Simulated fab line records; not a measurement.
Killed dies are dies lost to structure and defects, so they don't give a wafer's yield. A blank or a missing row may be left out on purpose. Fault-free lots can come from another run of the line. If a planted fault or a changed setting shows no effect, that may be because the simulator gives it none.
A lot that was struck, set against a sound lot || flow sky130 || 17 steps out of a route of 708
Sound: these wafers, L331.1, L331.2, L331.3. Struck: wafer L325.5; the same lot's L325.6 was not struck, so it is left out; see the end for the cause.
Order at every step that has rows: each side's tool, ch and its chambers, its first start. Under that, the readings that differ: sound wafers || struck wafers || difference of the means || sigmas: that difference in standard deviations of wafers without a fault.
alike: words and numbers the same on both sides, and readings whose means are apart by under 2 such deviations; not compared: readings that were withheld, readings missing a value for some wafer, numbers with overlapping values and no deviation given by the record, and bounds like >300 which may hide the same value.
A row with sigmas, a row that says differs or no value, or rows on one side alone: a step with any of these is where the two part. Numbers that don't overlap but have no deviation are shown without sigmas and don't part them. A reading that every wafer of one side lacks parts them only if that side has two wafers or more.

first, 3 steps without rows for these wafers: SKY_VIA1_EXPOSE_09 (exposes mask VIM, target cd 150 nm); SKY_VIA1_PEB_10; SKY_VIA1_DEVELOP_11 (develop time 60 s).
SKY_VIA1_CD_MEAS_12: target cd 150 nm.
  sound on cd_sem-02, day 38 23:16; struck on cd_sem-01, day 37 02:24
  alike: cd_nm
SKY_VIA1_OVL_MEAS_13:
  sound on overlay-01, day 38 23:23; struck on overlay-02, day 37 02:28
  alike: VIA1_OVL
SKY_VIA1_ETCH_14: etches BARC in N2/H2, stops on SiO2, time 45.9 s, target depth 60 nm.
  sound on rie_diel-03 ch 0,1,3, day 38 23:26; struck on rie_diel-02 ch 0, day 37 02:29
  alike: drypump_motor_current_A, h2_flow_sccm, oes_product_au, throttle_valve_pct
  not compared: rf_hours_counter_h
SKY_VIA1_ETCH_15: etches SiO2 in C4F8/O2/Ar, stops on TiN, target depth 351 nm, time 54 s.
  sound on rie_diel-03 ch 0,1,3, day 38 23:28; struck on rie_diel-02 ch 0, day 37 02:32
  alike: oes_product_au
  not compared: rf_hours_counter_h
SKY_VIA1_STRIP_16: strips in O2/N2.
  sound on plasma_asher-03 ch 0,1, day 38 23:31; struck on plasma_asher-01 ch 1, day 37 02:38
  alike: drypump_motor_current_A, oes_product_au, strip_time_to_endpoint_s
  not compared: rf_hours_counter_h
then, 3 steps without rows for these wafers: SKY_VIA1_STRIP_17 (strips in post etch residue remover, time 1200 s); SKY_VIA1_CLEAN_18 (cleans in IPA, time 180 s); SKY_VIA1_CLEAN_19 (cleans in O3/DIW).
SKY_VIA1_SPUTTER_20: material TiN, target thk 20 nm, time 80 s.
  sound on pvd_sputter-04, day 39 00:33; struck on pvd_sputter-04, day 37 03:13
  alike: throttle_valve_pct
SKY_VIA1_CVD_21: deposits W, target thk 270 nm, time 80.902 s.
  sound on cvd_w-02 ch 0,1, day 39 00:37; struck on cvd_w-01 ch 0, day 37 03:19
{"reading": "model.W_of_VIA1_CVD_21.thk_nm (nm)", "sound": "275.9 276.6 273.6", "struck": 245.1, "difference": -30.3, "sigmas": ""}
  alike: heater_power_w
SKY_VIA1_RS_MEAS_22: the measuring method here is four-point-probe.
  sound on film_metro-03, day 39 00:43; struck on film_metro-04, day 37 03:26
{"reading": "VIA1_W_RS (ohm/sq)", "sound": "0.417 0.417 0.421", "struck": 0.471, "difference": "+0.053", "sigmas": "+11"}
SKY_VIA1_THK_MEAS_23: measures by xrf.
  sound on film_metro-03, day 39 00:50; struck on film_metro-04, day 37 03:31
{"reading": "VIA1_W_THK (nm)", "sound": "276 276 272", "struck": 241, "difference": -34, "sigmas": -7}
SKY_VIA1_CMP_24: polishes, stops on SiO2, t overpolish 15 s, target thk 0 nm.
  sound on cmp-02 ch 1,2,3, day 39 00:53; struck on cmp-01 ch 3, day 37 03:44
{"reading": "slurry_filter_dp_kPa (kPa)", "sound": "13.54 13.54 13.79", "struck": 13.26, "difference": -0.36, "sigmas": -3}
  alike: motor_current_A
then, 1 step without rows for these wafers: SKY_PAD_OPEN_PROBE_99.

WHERE THEY PART
Earliest at SKY_VIA1_RS_MEAS_22; latest, in this record, at SKY_VIA1_CMP_24.

WHY: what the simulator had put in
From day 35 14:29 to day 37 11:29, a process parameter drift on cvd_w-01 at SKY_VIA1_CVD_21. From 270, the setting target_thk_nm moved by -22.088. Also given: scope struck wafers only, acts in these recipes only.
